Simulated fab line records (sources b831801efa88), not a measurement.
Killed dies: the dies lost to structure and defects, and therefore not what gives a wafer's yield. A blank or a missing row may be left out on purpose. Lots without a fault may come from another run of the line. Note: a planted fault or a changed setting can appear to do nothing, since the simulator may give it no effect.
The tool behind it: which one?	flow gf180mcu	Sampling: 13 lots, 39 wafers, 4 of 602 route steps

WHAT EACH GAUGE READ, for each wafer
GF_V1_BOW_MEAS_05.
lot	measured	on	V1_BOW (um)
L269	day 17 01:31	film-metro-01	79 74 73
L271	day 17 22:05	film-metro-04	72 80 72
L279	day 21 12:43	film-metro-01	85 78 73
L281	day 21 17:52	film-metro-01	87 85 91
L283	day 22 14:35	film-metro-02	82 77 96
L284	day 23 05:07	film-metro-02	76 94 81
L285	day 23 10:04	film-metro-01	83 77 93
L286	day 23 15:50	film-metro-01	73 81 68
L287	day 23 21:25	film-metro-01	88 93 73
L289	day 24 09:12	film-metro-01	83 86 79
L290	day 24 23:13	film-metro-04	80 94 94
L291	day 25 01:33	film-metro-01	79 82 95
L292	day 25 06:05	film-metro-01	90 86 90

GF_M2_RS_MEAS_05: a four-point-probe measurement.
lot	measured	on	M2_ALCU_RS (ohm/sq)
L269	day 18 02:47	film-metro-01	0.0702 0.0697 0.0696
L271	day 18 23:36	film-metro-01	0.0702 0.0690 0.0693
L279	day 22 13:56	film-metro-02	0.0697 0.0700 0.0694
L281	day 22 20:08	film-metro-03	0.0696 0.0687 0.0684
L283	day 23 15:46	film-metro-02	0.0689 0.0679 0.0684
L284	day 24 05:07	film-metro-02	0.0686 0.0687 0.0690
L285	day 24 10:50	film-metro-02	0.0690 0.0677 0.0687
L286	day 24 15:57	film-metro-01	0.0702 0.0698 0.0695
L287	day 24 21:47	film-metro-03	0.0680 0.0707 0.0693
L289	day 25 09:11	film-metro-03	0.0698 0.0684 0.0703
L290	day 25 22:14	film-metro-01	0.0696 0.0707 0.0699
L291	day 26 00:10	film-metro-01	0.0688 0.0680 0.0685
L292	day 26 05:27	film-metro-03	0.0691 0.0696 0.0691

WHAT TOOL EACH LOT RAN ON (gives the tool, then ch and the chambers of the sampled wafers, and finally the start)
lot	GF_M2_SPUTTER_01	GF_M2_SPUTTER_04
L269	pvd-sputter-01, day 18 02:40	pvd-sputter-01, day 18 02:45
L271	pvd-sputter-01, day 18 23:28	pvd-sputter-01, day 18 23:34
L279	pvd-sputter-03, day 22 13:47	pvd-sputter-03, day 22 13:52
L281	pvd-sputter-01, day 22 19:59	pvd-sputter-01, day 22 20:04
L283	pvd-sputter-02, day 23 15:37	pvd-sputter-02, day 23 15:42
L284	pvd-sputter-03, day 24 04:58	pvd-sputter-03, day 24 05:03
L285	pvd-sputter-02, day 24 10:43	pvd-sputter-02, day 24 10:48
L286	pvd-sputter-03, day 24 15:49	pvd-sputter-03, day 24 15:53
L287	pvd-sputter-02, day 24 21:40	pvd-sputter-02, day 24 21:44
L289	pvd-sputter-01, day 25 09:04	pvd-sputter-01, day 25 09:08
L290	pvd-sputter-03, day 25 22:07	pvd-sputter-03, day 25 22:12
L291	pvd-sputter-02, day 26 00:01	pvd-sputter-02, day 26 00:06
L292	pvd-sputter-01, day 26 05:20	pvd-sputter-01, day 26 05:25
- GF_M2_SPUTTER_01: material TiN, target thk 30 nm, time 25 s.
- GF_M2_SPUTTER_04: material TiN, target thk 50 nm, time 43.69 s.

WHAT THE TOOLS THEMSELVES READ (means of the sampled wafers that have a number; where no wafer has one, the mark that the record gives instead)
GF_M2_SPUTTER_01.
lot	tool	cathode-dc-power-W (W)	chamber-pressure-pa (Pa)	throttle-valve-pct (%)
L269	pvd-sputter-01	6499.0	0.3990	29.5
L271	pvd-sputter-01	6500.7	0.3997	29.3
L279	pvd-sputter-03	-	-	-
L281	pvd-sputter-01	-	-	-
L283	pvd-sputter-02	6501.0	0.3999	30.2
L284	pvd-sputter-03	6501.8	0.3999	30.8
L285	pvd-sputter-02	6500.5	0.4008	30.3
L286	pvd-sputter-03	6500.4	0.4004	31.4
L287	pvd-sputter-02	6499.4	0.3990	30.0
L289	pvd-sputter-01	6498.0	0.3999	29.6
L290	pvd-sputter-03	6500.8	0.3999	30.6
L291	pvd-sputter-02	6499.3	0.4000	29.6
L292	pvd-sputter-01	6500.1	0.3998	30.5

GF_M2_SPUTTER_04.
lot	tool	cathode-dc-power-W (W)	chamber-pressure-pa (Pa)	throttle-valve-pct (%)
L269	pvd-sputter-01	6499.6	0.4003	29.6
L271	pvd-sputter-01	6499.9	0.3999	29.4
L279	pvd-sputter-03	6500.8	0.4007	30.8
L281	pvd-sputter-01	6500.4	0.3999	29.5
L283	pvd-sputter-02	6500.4	0.3990	30.4
L284	pvd-sputter-03	6499.4	0.4006	30.9
L285	pvd-sputter-02	6501.0	0.4009	30.2
L286	pvd-sputter-03	6499.6	0.4000	31.3
L287	pvd-sputter-02	6501.2	0.3997	30.2
L289	pvd-sputter-01	6499.5	0.4000	29.3
L290	pvd-sputter-03	6499.7	0.3994	30.8
L291	pvd-sputter-02	6500.6	0.4003	29.6
L292	pvd-sputter-01	6500.2	0.3996	30.5

THE ANSWER, worked out from the rows above alone
Rule: what is usual is taken from the lots themselves. Put in order of their means at a reading, lots are off if they are a third of the lots or fewer, leave a main group of 4 or more, and stand apart from it by a gap of 3 or more times the standard deviation of the main group's means; of several such gaps the widest counts. If all means in a main group match to the digits the tables above print for the reading, that group is not used. A lot without any number at a reading at which 4 lots or more have one is off too. Any other lot the step has rows for is counted as sound. Order of review: gauges by route order, followed by the tools' own readings, for which a lot's mean as printed above is used. At the first step where some lot is off, the reading lying furthest off is the one used; lots without a number count as furthest.
Off at GF_M2_SPUTTER_01 (cathode-dc-power-W): L279, L281. Without a number there: L279, L281. Mean 6500.1 W and standard deviation 1 in the main group.
A tool fits if, at that step or a process step before it, it ran every lot that is off, and no sound lot after the first of them. Of those tried, none fits.

WHAT THE SIMULATOR PUT IN
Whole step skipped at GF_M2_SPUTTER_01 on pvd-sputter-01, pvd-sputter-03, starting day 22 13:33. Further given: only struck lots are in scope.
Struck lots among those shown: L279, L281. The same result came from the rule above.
